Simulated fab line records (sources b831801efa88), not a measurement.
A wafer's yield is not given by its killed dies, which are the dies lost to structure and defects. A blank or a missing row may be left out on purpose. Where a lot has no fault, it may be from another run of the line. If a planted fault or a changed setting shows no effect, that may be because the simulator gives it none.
Struck lot and sound lot, side by side :: flow sky130 :: 21 out of 708 route steps
Sound: these wafers, L866.3, L866.5, L866.6. The struck wafers were L875.1, L875.5, L875.6. Last of all comes the cause.
At each step with rows: each side's tool, then ch and its chambers, then its first start. Under that, the readings that differ: sound wafers :: struck wafers :: difference of the means :: sigmas: that difference in standard deviations of wafers without a fault.
alike: words and numbers the same on both sides, and readings whose means are apart by under 2 such deviations; not compared: readings that were withheld, readings missing a value for some wafer, numbers with overlapping values and no deviation given by the record, and bounds like >300 which may hide the same value.
A row with sigmas, a row that says differs or no value, or rows on one side alone: a step with any of these is where the two part. Numbers that don't overlap but have no deviation are shown without sigmas and don't part them. A reading that every wafer of one side lacks parts them only if that side has two wafers or more.

first, 1 step without rows for these wafers: SKY_RES_XHIGH_IMPLANT_07.
SKY_RES_XHIGH_STRIP_08: strips in O2/N2.
  sound on plasmaAsher-02 ch 0,1, day 29 00:55; struck on plasmaAsher-03 ch 0,1, day 31 23:23
  alike: drypumpMotorCurrentA, oesProductAu, stripTimeToEndpointS
  not compared: rfHoursCounterH
SKY_RES_XHIGH_TW_MEAS_09:
  sound on filmMetro-04 at day 29 01:00; struck on filmMetro-01 at day 31 23:29
  alike: RES_XHIGH_TW
then, 7 steps without rows for these wafers: SKY_SD_N_DEHYDRATE_00 (time 60 s); SKY_SD_N_HMDS_01 (prime time 60 s); SKY_SD_N_COAT_02 (resist thk 1140 nm); SKY_SD_N_SOFTBAKE_03 (time 60 s); SKY_SD_N_EXPOSE_04 (exposes mask NSDM, target cd 380 nm); SKY_SD_N_PEB_05; SKY_SD_N_DEVELOP_06 (develop time 60 s).
SKY_SD_N_CD_MEAS_07 targets a cd of 380 nm.
  sound on cdSem-01 at day 30 05:02; struck on cdSem-02 at day 33 02:44
  alike: cdNm
SKY_SD_N_OVL_MEAS_08:
  sound on overlay-02 at day 30 05:07; struck on overlay-02 at day 33 02:52
  alike: SD_N_OVL
SKY_SD_N_IMPLANT_09:
  sound on implanter-01 ch 0, day 30 05:11; struck on implanter-01 ch 0, day 33 02:53
reading: beamOnS (s)
sound: 16.0 17.3 17.0
struck: 19.6 19.5 19.2
difference: +2.7
sigmas: +3

reading: endStationPressureTorr (Torr)
sound: 1.5e-05 1.43e-05 1.31e-05
struck: 5.98e-05 4.98e-05 5.84e-05
difference: +4.19e-05
sigmas: +42
  alike: faradayCurrentUA, tiltDeg
next, for these wafers, 1 step has no rows: SKY_SD_N_IMPLANT_10.
SKY_SD_N_STRIP_11: strips in O2/N2.
  sound on plasmaAsher-01 ch 0,1, day 30 05:29; struck on plasmaAsher-01 ch 0,1, day 33 03:11
reading: oesProductAu (a.u.)
sound: 0.531 0.534 0.523
struck: 0.522 0.518 0.518
difference: -0.010
sigmas: -2

reading: stripTimeToEndpointS (s)
sound: 22.57 22.60 22.59
struck: 23.02 23.03 23.00
difference: +0.43
sigmas: +10
  alike: drypumpMotorCurrentA
  not compared: rfHoursCounterH
SKY_SD_N_TW_MEAS_12:
  sound on filmMetro-02 at day 30 05:34; struck on filmMetro-01 at day 33 03:17
reading: SD_N_TW
sound: 3923 3909 3920
struck: 4029 4034 4027
difference: +113
sigmas: +2
then, 1 step without rows for these wafers: SKY_SD_N_CLEAN_13 (cleans in SC1/SC2, time 150 s).
SKY_SD_N_RTA_14: time 2 s.
  sound on rtpAnneal-02 ch 0, day 30 05:40; struck on rtpAnneal-01 ch 0, day 33 03:24
  alike: lampPowerPct, wafer_temp_C_max
SKY_SD_N_RS_MEAS_16: a four-point-probe measurement.
  sound on filmMetro-02 at day 30 05:52; struck on filmMetro-01 at day 33 03:56
reading: SD_N_RS (ohm/sq)
sound: 68.48 68.49 68.63
struck: 67.52 67.42 67.51
difference: -1.05
sigmas: -10
  not compared: hold
SKY_SD_N_RS_MEAS_17: a four-point-probe measurement.
  sound on filmMetro-02 at day 30 05:59; struck on filmMetro-01 at day 33 06:06
reading: hold
sound: - - -
struck: awaitDispo/2.0h/release awaitDispo/2.0h/release awaitDispo/2.0h/release
difference: no value on the sound wafers
sigmas: 
  alike: SD_P_RS
-- the record jumps here: 16 days lie between the struck wafers' starts before and after (it left off in module SD_N and takes up again in module PAD_OPEN, whose first step shown is number 708 of the route) --
SKY_PAD_OPEN_PROBE_99:
  sound on prober-01 at day 47 14:15; struck on prober-02 at day 49 11:09
reading: model.etest.resNdiffHv.rsOhmSq
sound: 113.8 115.1 114.3
struck: 110.3 110.5 110.4
difference: -4.0
sigmas: 

reading: model.etest.resNdiff.rsOhmSq
sound: 120 121.4 120.7
struck: 116.7 116.3 115.7
difference: -4.5
sigmas: 
  alike: killed_at_M0_to_M3, killed_at_M4_up, killedAtContacts, killedAtFrontEnd, killedAtOther, killedDies, killedOpen, killedShort

## WHERE THEY PART
At SKY_SD_N_IMPLANT_09 first; at SKY_SD_N_RS_MEAS_17 last (within this record only). Later steps at which nothing parts them and some readings are alike: SKY_PAD_OPEN_PROBE_99.

WHY: the cause the simulator had injected
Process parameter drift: implanter-01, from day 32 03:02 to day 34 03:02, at SKY_SD_N_IMPLANT_09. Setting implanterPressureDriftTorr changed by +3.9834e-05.
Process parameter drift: implanter-01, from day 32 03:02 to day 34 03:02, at SKY_SD_N_IMPLANT_09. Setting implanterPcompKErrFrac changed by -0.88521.
